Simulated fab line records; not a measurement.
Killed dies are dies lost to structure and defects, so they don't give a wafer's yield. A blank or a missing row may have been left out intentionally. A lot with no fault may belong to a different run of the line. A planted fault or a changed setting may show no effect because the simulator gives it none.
One fault through the eyes of 2 desks | flow gf180mcu | each desk has only its own numbers; what lay behind them comes last

FOR THE TOOL OWNER'S DESK: cmp-02
The tool's own readings at GF_V3_CMP_04 (polishes SiO2): means of the sampled wafers that have a number, for each lot that ran on this tool. If a lot's mean is further than 4 standard deviations from the usual mean, the lot is out of limits and carries the mark OUT (the distance appears in the brackets).
Columns: A = motor-current-A at GF_V3_CMP_04, usual 11.6 A; B = time-to-endpoint-s at GF_V3_CMP_04, usual 77 s
lot  | first seen here | A    | B
L883 | day 23 16:01    | 11.1 | 100 (+4.5) OUT
L884 | day 23 17:55    | 10.9 | 99 (+4.2) OUT
L885 | day 24 06:09    | 10.7 | 98 (+4.0) OUT
L893 | day 26 15:05    | 11.5 | 71
L894 | day 26 19:26    | 11.4 | 67
L895 | day 27 02:03    | 11.6 | 74
L896 | day 27 14:17    | 11.7 | 77
L898 | day 28 03:29    | 11.0 | 76
This desk's finding: out of limits on L883, L884, L885; first on L883, day 23 16:01 (time-to-endpoint-s at GF_V3_CMP_04). L893, L894, L895, L896, L898 stayed within limits.

METROLOGY DESK
What the gauges read, lot by lot, whatever tool the lot ran on: means of the sampled wafers that have a number. If a lot's mean is further than 4 standard deviations from the usual mean, the lot is out of limits and carries the mark OUT (the distance appears in the brackets).
Columns: A = M3_OVL at GF_M3_OVL_MEAS_15, usual -3 nm
lot  | first seen here | A
L879 | day 22 09:08    | -12
L880 | day 22 21:04    | 0
L883 | day 23 15:01    | -5
L884 | day 23 16:54    | 5
L885 | day 24 05:09    | -3
L890 | day 25 13:51    | -3
L893 | day 26 14:01    | -5
L894 | day 26 18:24    | -5
L895 | day 27 01:04    | 0
L896 | day 27 13:19    | -5
L898 | day 28 02:22    | 3
L900 | day 28 13:12    | -0
L901 | day 28 18:10    | -2
Finding of this desk: none of the 13 lots has anything out of limits.

BROUGHT TOGETHER
On L883, L884, L885, at day 23 16:01, an alarm was possible from the tool owner's desk.
From the metrology desk's view, nothing was out of limits.
The metrology desk holds a record of L883, L884, L885, inside its limits.
All the named lots went through GF_V3_CMP_04 on cmp-02.

WHAT HAD BEEN PUT IN BY THE SIMULATOR
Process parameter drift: cmp-02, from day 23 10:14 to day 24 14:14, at GF_V3_CMP_04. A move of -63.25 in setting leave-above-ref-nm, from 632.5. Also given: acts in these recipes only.
Shown lots that were struck: L883, L884, L885.
Each desk's first reading out of limits, in hours after the fault started: the tool owner's desk, 6.
